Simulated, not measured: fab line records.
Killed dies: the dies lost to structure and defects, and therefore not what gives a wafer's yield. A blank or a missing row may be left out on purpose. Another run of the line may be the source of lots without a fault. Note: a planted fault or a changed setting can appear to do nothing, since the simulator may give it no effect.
Split-lot trial / flow sky130 / 23 wafers read from 5 lots, route of 708 steps

## THE SPLIT ITSELF
At SKY_SD_P_DEVELOP_06 (develop time 60 s), the setting developTimeS was moved away from the recipe's 60 s on 8 of the 23 wafers read, by -14.5% to +5.7%. For the rest of the wafers, this setting stayed at what the recipe calls for.

The file shows no step between the split and the reading.

## THE READING
At SKY_SD_P_CD_MEAS_07: cdNm in nanometres, against a target cd of 380 nm. Fault-free wafers of this fab line usually give 379.8 nm, standard deviation 1.7 nm.

wafer=L079.1; tool, chamber at the split=lithoTrack-02, 0; developTimeS as run, s=63.44; against the recipe=+5.7%; cdNm, nm=384.8; against lot-mates on the recipe=+5.8
wafer=L079.2; tool, chamber at the split=lithoTrack-02, 0; developTimeS as run, s=60; against the recipe=recipe; cdNm, nm=377.5; against lot-mates on the recipe=-
wafer=L079.3; tool, chamber at the split=lithoTrack-02, 0; developTimeS as run, s=63.44; against the recipe=+5.7%; cdNm, nm=385.4; against lot-mates on the recipe=+6.4
wafer=L079.4; tool, chamber at the split=lithoTrack-02, 0; developTimeS as run, s=60; against the recipe=recipe; cdNm, nm=377.5; against lot-mates on the recipe=-
wafer=L079.6; tool, chamber at the split=lithoTrack-02, 0; developTimeS as run, s=60; against the recipe=recipe; cdNm, nm=381.9; against lot-mates on the recipe=-
wafer=L077.1; tool, chamber at the split=lithoTrack-02, 0; developTimeS as run, s=51.29; against the recipe=-14.5%; cdNm, nm=365.1; against lot-mates on the recipe=-13.5
wafer=L077.2; tool, chamber at the split=lithoTrack-02, 0; developTimeS as run, s=60; against the recipe=recipe; cdNm, nm=379.5; against lot-mates on the recipe=-
wafer=L077.3; tool, chamber at the split=lithoTrack-02, 0; developTimeS as run, s=60; against the recipe=recipe; cdNm, nm=377.8; against lot-mates on the recipe=-
wafer=L077.5; tool, chamber at the split=lithoTrack-02, 0; developTimeS as run, s=51.29; against the recipe=-14.5%; cdNm, nm=362.7; against lot-mates on the recipe=-15.9
wafer=L077.6; tool, chamber at the split=lithoTrack-02, 0; developTimeS as run, s=51.29; against the recipe=-14.5%; cdNm, nm=362.7; against lot-mates on the recipe=-15.9
wafer=L080.1; tool, chamber at the split=lithoTrack-03, 0; developTimeS as run, s=60; against the recipe=recipe; cdNm, nm=379.6; against lot-mates on the recipe=-
wafer=L080.2; tool, chamber at the split=lithoTrack-03, 0; developTimeS as run, s=60; against the recipe=recipe; cdNm, nm=380.4; against lot-mates on the recipe=-
wafer=L080.4; tool, chamber at the split=lithoTrack-03, 0; developTimeS as run, s=60; against the recipe=recipe; cdNm, nm=380.8; against lot-mates on the recipe=-
wafer=L080.5; tool, chamber at the split=lithoTrack-03, 0; developTimeS as run, s=60; against the recipe=recipe; cdNm, nm=381.2; against lot-mates on the recipe=-
wafer=L080.6; tool, chamber at the split=lithoTrack-03, 0; developTimeS as run, s=60; against the recipe=recipe; cdNm, nm=380.0; against lot-mates on the recipe=-
wafer=L084.1; tool, chamber at the split=lithoTrack-02, 0; developTimeS as run, s=52.66; against the recipe=-12.2%; cdNm, nm=366.4; against lot-mates on the recipe=-13.5
wafer=L084.3; tool, chamber at the split=lithoTrack-02, 0; developTimeS as run, s=60; against the recipe=recipe; cdNm, nm=380.9; against lot-mates on the recipe=-
wafer=L084.4; tool, chamber at the split=lithoTrack-02, 0; developTimeS as run, s=60; against the recipe=recipe; cdNm, nm=378.9; against lot-mates on the recipe=-
wafer=L084.5; tool, chamber at the split=lithoTrack-02, 0; developTimeS as run, s=52.66; against the recipe=-12.2%; cdNm, nm=367.6; against lot-mates on the recipe=-12.3
wafer=L084.6; tool, chamber at the split=lithoTrack-02, 0; developTimeS as run, s=52.66; against the recipe=-12.2%; cdNm, nm=367.8; against lot-mates on the recipe=-12.1
wafer=L085.3; tool, chamber at the split=lithoTrack-01, 0; developTimeS as run, s=60; against the recipe=recipe; cdNm, nm=379.9; against lot-mates on the recipe=-
wafer=L085.4; tool, chamber at the split=lithoTrack-01, 0; developTimeS as run, s=60; against the recipe=recipe; cdNm, nm=380.0; against lot-mates on the recipe=-
wafer=L085.5; tool, chamber at the split=lithoTrack-01, 0; developTimeS as run, s=60; against the recipe=recipe; cdNm, nm=379.1; against lot-mates on the recipe=-

FIT RESULTS
A straight line over all 23 wafers: cdNm changes by +1.06 nm for each +1% of developTimeS; r = +0.98; the points scatter about the line by 1.3 nm.
The same after taking each lot's own level away (the mean of its wafers on the recipe; 23 wafers): +1.04 nm for each +1%; r = +0.99; scatter 1.1 nm.
Per that fit: largest developTimeS move, reading shift of 15 nm.
The span of the lots' own levels, 378.65 to 380.40 nm, comes to 1.0 times the standard deviation stated above.
Consequently the slope shifts little with the lot-to-lot level, the two slopes agreeing.
Check: -15.5 nm against its lot-mates is what the line predicts for one of the wafers moved furthest among these (-14.5%) when that wafer is left out of the fit. Against them it came out at -13.5 nm.

## THE OTHER SPLITS THESE WAFERS WENT THROUGH
Note: prior to the reading, these wafers also went through further splits. Each is held against what the fit with the lots' levels taken away leaves over:
other split on the same wafers=SKY_POLY_CUT_COAT_03 spinRpm; wafers away from the commonest value=6; r with cdNm (lot level and that fit taken away)=-0.03

## THE FILE'S OWN FIT
cdNm changes by +1.04 nm for each +1% of developTimeS, r = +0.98.
